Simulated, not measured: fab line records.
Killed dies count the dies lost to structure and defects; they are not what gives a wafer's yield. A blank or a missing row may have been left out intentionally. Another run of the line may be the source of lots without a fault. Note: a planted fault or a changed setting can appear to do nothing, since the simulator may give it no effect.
Code-filled problem report in 8D (eight disciplines) form :: flow gf180mcu :: the parts of the form that need people (team, actions taken, sign-off) are left out

== 1. PROBLEM STATEMENT ==
oesProductAu at GF_V5_ETCH_17 reads a mean of 0.980 a.u. on 2 wafers of 2 lots; wafers without a fault read 0.859 a.u. with a standard deviation of 0.0043. That is +28 standard deviations from the usual mean.
The step: etches SiO2 in C4F8/O2/Ar, stops on TiN, target depth 855 nm.
The step gives no start for some of these wafers. The record holds 42 wafers of 14 lots with a number at this step. Rule for "out", or "out of limits": more than 4 standard deviations from the usual mean. The rest of the wafers with a number are treated as sound.

== 2. WHAT IT IS, WHAT IT ISN'T ==
question: which readings at this step
is: oesProductAu
is not: -

question: which lots
is: L625, L627
is not: L623, L624, L626, L628, L629, L636, L637, L638, L639, L641, L642, L643

question: which wafers of those lots
is: L625.4, L627.4
is not: L625.5, L625.6, L627.1, L627.5

question: read on which tools
is: rieDiel-04
is not: rieDiel-01, rieDiel-03

== 3. SUSPECTS, AND WHAT RULES EACH OUT ==
Counting: a tool at a process step up to the reading stays a suspect if it ran every lot that is out. Sound lots after the first of them don't rule it out here, since some wafers of a struck lot are sound.
- cmp-01 at GF_V5_CMP_04 (polishes SiO2): kept. Every lot that is out went through it, the first being L625 (day 27 14:13); the last sound lot it ran before that was L624 (day 27 11:35).
- rieDiel-04 at GF_V5_ETCH_17 (etches SiO2 in C4F8/O2/Ar, stops on TiN, target depth 855 nm): kept. It ran every lot that is out, first L625 (day 28 12:32). Its own readings are out on those wafers: oesProductAu. Because GF_V5_ETCH_17 lacks a start for some lots, the hours and order of its lots are taken from GF_TOP_METAL_SPUTTER_01.
Remaining after the count are cmp-01 at GF_V5_CMP_04 and rieDiel-04 at GF_V5_ETCH_17.

== 4. THE CAUSE (what the simulator had put in) ==
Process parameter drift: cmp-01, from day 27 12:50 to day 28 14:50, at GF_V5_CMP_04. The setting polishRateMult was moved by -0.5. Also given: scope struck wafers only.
Counting left 2 suspects, and this tool is among them.

== 5. THE CHAIN OF EFFECTS, in route order ==
Each row: a reading whose mean over the struck wafers that have a number lies more than 3 standard deviations from the usual. Only readings whose record carries a usual standard deviation are examined. hours: median over the lots of the time between each lot's start at the first step of this table that gives one and its start at this step. sigmas: the change, counted in usual standard deviations.
hours: -
step: GF_V5_ETCH_17
reading: oesProductAu
usual: 0.859 a.u.
on struck wafers: 0.980
change: +0.121
sigmas: +28
Process steps it contains:
- GF_V5_ETCH_17: etches SiO2 in C4F8/O2/Ar, stops on TiN, target depth 855 nm.

== 6. HOW IT WOULD HAVE BEEN CAUGHT EARLIER ==
Of the tool readings at GF_V5_CMP_04 for which the record gives a usual standard deviation, none was out on any struck wafer, so an alarm limit of 4 standard deviations on them would not have fired.
